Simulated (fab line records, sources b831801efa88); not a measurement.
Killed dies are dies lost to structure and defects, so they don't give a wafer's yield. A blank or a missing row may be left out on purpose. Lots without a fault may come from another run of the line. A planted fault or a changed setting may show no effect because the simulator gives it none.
A struck lot beside a sound one | flow gf180mcu | 23 steps out of a route of 602
Sound: wafers L218.1, L218.5, L218.6. Struck: wafer L231.3. (L231.6 of the same lot was not struck and is left out.) The cause comes at the end.
At each step with rows: each side's tool, then ch and its chambers, then its first start. Under that, the readings that differ: sound wafers | struck wafers | difference of the means | sigmas: that difference in standard deviations of wafers without a fault.
alike: readings whose means differ by less than 2 such deviations, and words and numbers that are the same on both sides. not compared: withheld readings, readings that some wafer has no value for, bounds like >300 that may hide the same value, and numbers for which the record gives no deviation and whose values overlap.
The two part at a step that has a row with sigmas, a row that says differs or no value, or rows on one side only. Numbers that don't overlap but have no deviation are shown without sigmas and don't part them. A reading that every wafer of one side lacks parts them only if that side has two wafers or more.

first, 5 steps without rows for these wafers: GF_NWELL_COAT_02 (resist thk 3000 nm); GF_NWELL_SOFTBAKE_03; GF_NWELL_EXPOSE_04 (exposes mask Nwell, target cd 860 nm); GF_NWELL_PEB_05; GF_NWELL_DEVELOP_06 (develop time 60 s).
GF_NWELL_OVL_MEAS_07:
  sound on overlay-02, day 4 09:17; struck on overlay-01, day 7 10:02
  alike: NWELL_OVL
then, 2 steps without rows for these wafers: GF_NWELL_IMPLANT_08; GF_NWELL_IMPLANT_09.
GF_NWELL_STRIP_10: strips in O2/N2.
  sound on plasma_asher-01 ch 0,1, day 4 09:37; struck on plasma_asher-01 ch 0, day 7 10:24
  alike: drypump_motor_current_A, heater_power_w, oes_product_au, strip_time_to_endpoint_s
  not compared: rf_hours_counter_h
GF_NWELL_TW_MEAS_11:
  sound on film_metro-03, day 4 09:43; struck on film_metro-03, day 7 10:29
  alike: NWELL_TW
then, 2 steps without rows for these wafers: GF_LVPWELL_DEHYDRATE_00 (time 60 s); GF_LVPWELL_HMDS_01 (prime time 60 s).
GF_LVPWELL_COAT_02: resist thk 3000 nm.
  sound on litho_track-03 ch 0, day 4 15:50; struck on litho_track-03 ch 0, day 7 18:11
  reading                                   | sound          | struck | difference | sigmas
  model.coat_of_LVPWELL_COAT_02.thk_nm (nm) | 3011 3004 3010 | 3093   | +85        |
then, 3 steps without rows for these wafers: GF_LVPWELL_SOFTBAKE_03; GF_LVPWELL_EXPOSE_04 (exposes mask LVPWELL, target cd 600 nm); GF_LVPWELL_PEB_05.
GF_LVPWELL_DEVELOP_06: develop time 60 s.
  sound on litho_track-02 ch 0; struck on litho_track-02 ch 0
  reading                                   | sound          | struck | difference | sigmas
  model.coat_of_LVPWELL_COAT_02.thk_nm (nm) | 3010 3003 3009 | 3092   | +85        |
GF_LVPWELL_OVL_MEAS_07:
  sound on overlay-01, day 4 22:28; struck on overlay-01, day 8 02:02
  alike: LVPWELL_OVL
then, 2 steps without rows for these wafers: GF_LVPWELL_IMPLANT_08; GF_LVPWELL_IMPLANT_09.
GF_LVPWELL_STRIP_10: strips in O2/N2.
  sound on plasma_asher-03 ch 0,1, day 4 22:49; struck on plasma_asher-04 ch 1, day 8 02:23
  reading                      | sound             | struck | difference | sigmas
  strip_time_to_endpoint_s (s) | 37.09 37.01 37.06 | 38.02  | +0.97      | +11
  alike: drypump_motor_current_A, heater_power_w, oes_product_au
  not compared: rf_hours_counter_h
GF_LVPWELL_TW_MEAS_11:
  sound on film_metro-03, day 4 22:55; struck on film_metro-03, day 8 02:28
  alike: LVPWELL_TW
-- the record jumps here: 26 days lie between the struck wafers' starts before and after (it left off in module LVPWELL and takes up again in module PASSIVATION, whose first step shown is number 602 of the route) --
GF_PASSIVATION_PROBE_99:
  the record has rows for the struck wafers here (prober-01, day 34 03:49) and none for the sound ones

WHERE THEY PART
First at GF_LVPWELL_STRIP_10; last, within this record, at GF_PASSIVATION_PROBE_99.

WHY: what the simulator had put in
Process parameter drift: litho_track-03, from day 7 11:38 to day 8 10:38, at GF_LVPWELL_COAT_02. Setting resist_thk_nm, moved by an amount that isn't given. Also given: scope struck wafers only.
